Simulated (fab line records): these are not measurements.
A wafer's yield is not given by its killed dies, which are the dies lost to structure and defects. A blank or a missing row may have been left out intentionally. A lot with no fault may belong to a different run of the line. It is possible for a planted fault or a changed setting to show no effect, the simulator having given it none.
Problem report, 8D (eight disciplines) form, completed by code -- flow sky130 -- the parts of the form that need people (team, actions taken, sign-off) are left out

## 1. THE PROBLEM
Across 9 wafers from 3 lots, NWELL_00_OVL at SKY_NWELL_OVL_MEAS_10 averages -126.2 nm, while fault-free wafers read 0.2 nm with a standard deviation of 1.4. Measured from the usual mean, that is -90 standard deviations.
Seen first at day 7 23:28 on overlay-01, wafer L312.2. The record holds 36 wafers of 12 lots with a number at this step. The rule behind "out" and "out of limits": a value lying over 4 standard deviations away from the usual mean. The rest of the wafers with a number are treated as sound.

## 2. WHAT IT IS, WHAT IT ISN'T
question,is,is not
which readings at this step,NWELL_00_OVL,-
which lots,"L312, L314, L315","L298, L299, L300, L301, L303, L305, L309, L316, L319"
which wafers of those lots,all that have a number,-
read on which gauges,"overlay-01, overlay-02",-
when,from day 7 23:28,"up to then (21 sound wafers); but 6 sound wafers of L316, L319 came after"

## 3. THE SUSPECTS, EACH WITH WHAT RULES IT OUT
Counting: a tool at any process step up to the reading remains a suspect when it ran all the lots that are out and ran no sound lot after the first of those.
- ruled out: the gauge at SKY_NWELL_OVL_MEAS_10. 2 gauges (overlay-01, overlay-02) read the wafers that are out.
- iline stepper-01 at SKY_NWELL_EXPOSE_07 (exposes mask NWM, target cd 840 nm): kept. Every lot that is out went through it, starting with L312 (day 7 12:47), and after that it ran no sound lot; the last sound lot it ran before then is L309 (day 6 22:09).
Left after counting: iline stepper-01 at SKY_NWELL_EXPOSE_07.

## 4. THE CAUSE (what the simulator had put in)
Scanner matching overlay: iline stepper-01, from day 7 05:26 on, at SKY_NWELL_EXPOSE_07. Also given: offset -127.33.
After counting, this tool was the only one left.

## 5. THE CHAIN OF EFFECTS, in route order
One row per reading whose mean, taken over the struck wafers that have a number, lies over 3 standard deviations from the usual. Readings are gone through only where the record gives a usual standard deviation; hours: the median, over the lots, of the time from a lot's start at the first step in this table giving one to that lot's start at this step; sigmas: the change measured in usual standard deviations.
hours,step,reading,usual,on struck wafers,change,sigmas
0,SKY_NWELL_OVL_MEAS_10,NWELL_00_OVL,0.2 nm,-126.2,-126.4,-90
Later measuring or inspecting steps at which every struck wafer that the step has a row for has a number for every such reading, and none has moved that far: SKY_NWELL_RS_MEAS_29.

## 6. HOW IT WOULD HAVE BEEN CAUGHT EARLIER
In this record the first reading out of limits at a measuring or inspecting step was taken at day 7 23:28, 18 hours after the fault began at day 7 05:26.
Of the lots that are out (3), L314, L315 began SKY_NWELL_EXPOSE_07 on iline stepper-01 after day 7 23:28. A hold on the tool at that time would have spared those 2.
